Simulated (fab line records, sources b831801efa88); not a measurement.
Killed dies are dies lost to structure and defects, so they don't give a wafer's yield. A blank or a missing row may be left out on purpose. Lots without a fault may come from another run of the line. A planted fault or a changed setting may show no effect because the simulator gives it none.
Which tool did it? | flow sky130 | 11 lots, 33 wafers sampled, at 5 steps of a route of 708

WHAT THE GAUGES READ, wafer by wafer
SKY_VIA3_THK_MEAS_23: measures by xrf. Usual: VIA3_W_THK 390 nm, standard deviation 6.3.
lot  | measured     | on            | VIA3_W_THK (nm) | flag
L891 | day 39 20:38 | film_metro-02 | 392 393 396     |
L892 | day 40 02:13 | film_metro-02 | 390 397 393     |
L893 | day 40 13:44 | film_metro-03 | 401 398 399     |
L897 | day 41 21:42 | film_metro-03 | 392 389 393     |
L899 | day 42 08:48 | film_metro-02 | 387 393 384     |
L900 | day 42 14:34 | film_metro-02 | 384 387 386     |
L901 | day 42 18:35 | film_metro-01 | 378 376 372     |
L902 | day 43 01:44 | film_metro-01 | 386 386 388     |
L908 | day 44 19:23 | film_metro-01 | 393 391 399     |
L913 | day 46 07:54 | film_metro-01 | 392 389 396     |
L914 | day 46 13:55 | film_metro-03 | 396 397 399     |

SKY_CAP2M_THK_MEAS_01. Usual: CAP2M_CVD_00_THK 15.57 nm, standard deviation 0.28.
lot  | measured     | on            | CAP2M_CVD_00_THK (nm) | flag
L891 | day 39 21:11 | film_metro-04 | 15.82 15.53 15.56     |
L892 | day 40 02:45 | film_metro-04 | 15.03 15.41 15.84     |
L893 | day 40 14:17 | film_metro-04 | 15.40 15.17 15.93     |
L897 | day 41 22:14 | film_metro-04 | 15.63 15.93 16.05     |
L899 | day 42 09:21 | film_metro-02 | 15.54 15.51 15.75     |
L900 | day 42 15:07 | film_metro-03 | 15.40 15.58 15.46     |
L901 | day 42 19:08 | film_metro-03 | 15.39 15.64 15.76     |
L902 | day 43 02:17 | film_metro-04 | 15.28 15.30 15.14     |
L908 | day 44 19:55 | film_metro-02 | 20.88 15.72 21.13     | OFF
L913 | day 46 08:50 | film_metro-04 | 15.69 15.87 15.96     |
L914 | day 46 14:27 | film_metro-03 | 15.54 15.88 15.82     |

WHICH TOOL RAN EACH LOT (tool, then ch and the chambers of the sampled wafers, then the start)
lot  | SKY_VIA3_ETCH_14                   | SKY_VIA3_CVD_21               | SKY_CAP2M_CVD_00
L891 | rie_diel-02 ch 0,1, day 39 19:39   | cvd_w-02 ch 0,1, day 39 20:24 | pecvd-04 ch 0,1,2, day 39 21:10
L892 | rie_diel-03 ch 0,1,2, day 40 01:11 | cvd_w-02 ch 1, day 40 01:58   | pecvd-02 ch 0,1,2, day 40 02:44
L893 | rie_diel-02 ch 0,1,2, day 40 12:45 | cvd_w-02 ch 0,1, day 40 13:30 | pecvd-04 ch 0,1, day 40 14:16
L897 | rie_diel-02 ch 0,1,3, day 41 20:42 | cvd_w-01 ch 0,1, day 41 21:27 | pecvd-01 ch 0,2, day 41 22:13
L899 | rie_diel-01 ch 0,1, day 42 07:36   | cvd_w-02 ch 0,1, day 42 08:34 | pecvd-01 ch 1,2, day 42 09:17
L900 | rie_diel-01 ch 1,3, day 42 13:17   | cvd_w-02 ch 0,1, day 42 14:19 | pecvd-04 ch 1,2, day 42 15:04
L901 | rie_diel-01 ch 0,2,3, day 42 17:36 | cvd_w-01 ch 0,1, day 42 18:21 | pecvd-04 ch 0,1,2, day 42 19:07
L902 | rie_diel-01 ch 1,3, day 43 00:45   | cvd_w-02 ch 0,1, day 43 01:30 | pecvd-02 ch 1,2, day 43 02:16
L908 | rie_diel-03 ch 0,1,3, day 44 18:18 | cvd_w-02 ch 0,1, day 44 19:08 | pecvd-01 ch 0,2, day 44 19:54
L913 | rie_diel-02 ch 0,1,3, day 46 06:51 | cvd_w-02 ch 0,1, day 46 07:39 | pecvd-04 ch 1,2, day 46 08:49
L914 | rie_diel-03 ch 0,3, day 46 12:54   | cvd_w-02 ch 0,1, day 46 13:41 | pecvd-02 ch 0,1, day 46 14:25
- SKY_VIA3_ETCH_14: etches BARC in N2/H2, stops on SiO2, time 45.9 s, target depth 60 nm.
- SKY_VIA3_CVD_21: deposits W, target thk 390 nm, time 117.31 s.
- SKY_CAP2M_CVD_00: deposits SiO2, target thk 15.5 nm.

WHAT THE TOOLS THEMSELVES READ (means of the sampled wafers that have a number; where no wafer has one, the mark that the record gives instead)
SKY_VIA3_ETCH_14. Usual: drypump_motor_current_A 6.0 A, standard deviation 0.52; oes_product_au 0.855 a.u., standard deviation 0.0051; throttle_valve_pct 13.226 %, standard deviation 0.01.
lot  | tool        | drypump_motor_current_A (A) | oes_product_au (a.u.) | throttle_valve_pct (%) | flag
L891 | rie_diel-02 | 5.8                         | 0.853                 | 13.228                 |
L892 | rie_diel-03 | 6.0                         | 0.856                 | 13.223                 |
L893 | rie_diel-02 | 5.5                         | 0.858                 | 13.227                 |
L897 | rie_diel-02 | 5.9                         | 0.853                 | 13.226                 |
L899 | rie_diel-01 | 6.4                         | 0.859                 | 13.232                 |
L900 | rie_diel-01 | 6.1                         | 0.858                 | 13.223                 |
L901 | rie_diel-01 | 5.9                         | 0.858                 | 13.233                 |
L902 | rie_diel-01 | 5.8                         | 0.853                 | 13.222                 |
L908 | rie_diel-03 | 6.3                         | 0.859                 | 13.236                 |
L913 | rie_diel-02 | 5.9                         | 0.853                 | 13.224                 |
L914 | rie_diel-03 | 6.2                         | 0.859                 | 13.226                 |

SKY_VIA3_CVD_21. Usual: heater_power_w 825 W, standard deviation 77.
lot  | tool     | heater_power_w (W) | flag
L891 | cvd_w-02 | 792                |
L892 | cvd_w-02 | 772                |
L893 | cvd_w-02 | 806                |
L897 | cvd_w-01 | 854                |
L899 | cvd_w-02 | 807                |
L900 | cvd_w-02 | 796                |
L901 | cvd_w-01 | 802                |
L902 | cvd_w-02 | 849                |
L908 | cvd_w-02 | 806                |
L913 | cvd_w-02 | 810                |
L914 | cvd_w-02 | 846                |

SKY_CAP2M_CVD_00. Usual: heater_power_w 713 W, standard deviation 120.
lot  | tool     | heater_power_w (W) | flag
L891 | pecvd-04 | 641                |
L892 | pecvd-02 | 770                |
L893 | pecvd-04 | 571                |
L897 | pecvd-01 | 785                |
L899 | pecvd-01 | 799                |
L900 | pecvd-04 | 628                |
L901 | pecvd-04 | 645                |
L902 | pecvd-02 | 682                |
L908 | pecvd-01 | 772                |
L913 | pecvd-04 | 674                |
L914 | pecvd-02 | 700                |

THE ANSWER, worked out from the rows above alone
Rule: a lot is off if the mean of its wafers that have a number lies more than 3 standard deviations from the usual mean. A lot without any number at a reading at which 4 lots or more have one is off too. The other lots that the step has rows for count as sound. The gauges are gone through in route order, then the tools' own readings, and for those a lot's mean is taken as printed above. The first step at which some lot is off is used, and at that step the reading that is off furthest; a lot without a number counts as furthest.
Off: L908, at SKY_CAP2M_THK_MEAS_01 (CAP2M_CVD_00_THK).
A tool fits if, at a process step before that reading, it ran every lot that is off, and no sound lot after the first of them. The gauges at SKY_CAP2M_THK_MEAS_01 are tried like those tools. Can't be told from this: 2 tools fit, pecvd-01 at SKY_CAP2M_CVD_00, film_metro-02 at SKY_CAP2M_THK_MEAS_01.

WHAT THE SIMULATOR HAD PUT IN
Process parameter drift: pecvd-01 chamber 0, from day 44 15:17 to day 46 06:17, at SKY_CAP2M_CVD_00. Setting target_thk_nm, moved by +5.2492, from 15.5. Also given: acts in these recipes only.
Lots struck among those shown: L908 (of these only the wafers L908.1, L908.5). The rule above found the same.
